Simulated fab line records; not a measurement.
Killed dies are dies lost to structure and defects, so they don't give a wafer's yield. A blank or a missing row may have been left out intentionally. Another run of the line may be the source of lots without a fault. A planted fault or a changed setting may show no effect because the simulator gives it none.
What tool caused it?	flow gf180mcu	14 lots with 42 wafers sampled at 3 steps, on a route of 602 steps

== WHAT THE GAUGES SHOWED, per wafer ==
GF_MIM_THK_MEAS_06. Usual: MIM_CVD_05_THK typically reads 42.1 nm, with standard deviation 0.56.
lot	measured	on	MIM_CVD_05_THK (nm)	flag
L210	day 24 14:09	filmMetro-02	41.4 42.0 42.2	
L211	day 25 01:24	filmMetro-01	41.4 42.3 43.1	
L212	day 25 01:50	filmMetro-01	41.4 41.0 41.7	
L213	day 25 11:50	filmMetro-02	41.9 42.3 42.5	
L216	day 26 17:49	filmMetro-02	42.0 41.6 43.3	
L217	day 26 22:28	filmMetro-04	41.7 41.7 42.4	
L218	day 27 06:23	filmMetro-02	41.9 41.7 42.7	
L219	day 27 18:04	filmMetro-02	41.8 42.2 42.3	
L220	day 27 22:18	filmMetro-01	42.1 42.7 43.0	
L221	day 28 03:01	filmMetro-01	42.7 42.9 42.8	
L224	day 29 00:37	filmMetro-01	42.1 42.3 42.6	
L225	day 29 06:50	filmMetro-01	41.5 40.9 41.9	
L226	day 29 17:45	filmMetro-04	41.7 41.6 43.0	
L233	day 31 13:29	filmMetro-02	41.1 41.7 42.8	

GF_V5_THK_MEAS_03. Usual: V5_CVD_02_THK typically reads 1446 nm, with standard deviation 24.
lot	measured	on	V5_CVD_02_THK (nm)	flag
L210	day 26 09:06	filmMetro-01	1467 1472 1492	
L211	day 26 21:20	filmMetro-02	1408 1437 1434	
L212	day 26 21:55	filmMetro-01	1472 1469 1483	
L213	day 27 06:43	filmMetro-02	1406 1413 1422	
L216	day 28 11:55	filmMetro-03	1441 1441 1482	
L217	day 28 16:19	filmMetro-02	1394 1412 1431	
L218	day 28 22:13	filmMetro-01	1426 1440 1440	
L219	day 29 09:59	filmMetro-03	1435 1430 1465	
L220	day 29 14:31	filmMetro-01	1414 1418 1434	
L221	day 29 18:54	filmMetro-03	1419 1447 1447	
L224	day 30 15:40	filmMetro-02	1425 1451 1455	
L225	day 30 21:09	filmMetro-02	1414 1426 1439	
L226	day 31 07:16	filmMetro-01	1430 1427 1444	
L233	day 33 00:05	filmMetro-02	1453 1425 1481	

GF_TOP_METAL_OVL_MEAS_15. Usual: TOP_METAL_OVL typically reads 1.5 nm, with standard deviation 1.3.
lot	measured	on	TOP_METAL_OVL (nm)	flag
L210	day 28 04:02	overlay-02	1.0 3.3 2.9	
L211	day 28 15:25	overlay-01	2.1 1.6 0.4	
L212	day 28 16:02	overlay-02	2.5 3.6 2.8	
L213	day 28 23:45	overlay-02	1.8 0.0 0.4	
L216	day 30 04:20	overlay-02	2.8 2.1 2.1	
L217	day 30 08:28	overlay-02	1.8 0.9 1.7	
L218	day 30 13:20	overlay-02	1.0 4.6 2.8	
L219	day 31 00:55	overlay-01	0.6 0.1 0.1	
L220	day 31 04:20	overlay-01	0.9 -0.4 0.5	
L221	day 31 09:05	overlay-01	0.2 -0.3 1.6	
L224	day 32 04:58	overlay-01	1.9 3.3 0.3	
L225	day 32 09:59	overlay-02	1.9 2.3 0.2	
L226	day 32 19:35	overlay-02	1.9 1.5 2.8	
L233	day 34 09:11	overlay-02	2.0 2.9 2.6	

== WHAT TOOL EACH LOT RAN ON (gives the tool, then ch and the chambers of the sampled wafers, and finally the start) ==
The record shows no process step preceding these readings.

== AS READ BY THE TOOLS THEMSELVES (means over the sampled wafers that have a number; for cases with no such wafer, the mark the record gives instead) ==
The record holds no such reading with a usual standard deviation.

== THE ANSWER, worked out from the rows above alone ==
Rule: take the mean of a lot's wafers that have a number; if it is more than 3 standard deviations from the usual mean, the lot is off. Also off: a lot with no number at a reading for which 4 or more lots have one. Any other lot the step has rows for is counted as sound. Order of review: gauges by route order, followed by the tools' own readings, for which a lot's mean as printed above is used. At the first step where some lot is off, the reading lying furthest off is the one used; lots without a number count as furthest.
None of the lots is off at any reading shown; this tells nothing.

== WHAT WAS PUT IN BY THE SIMULATOR ==
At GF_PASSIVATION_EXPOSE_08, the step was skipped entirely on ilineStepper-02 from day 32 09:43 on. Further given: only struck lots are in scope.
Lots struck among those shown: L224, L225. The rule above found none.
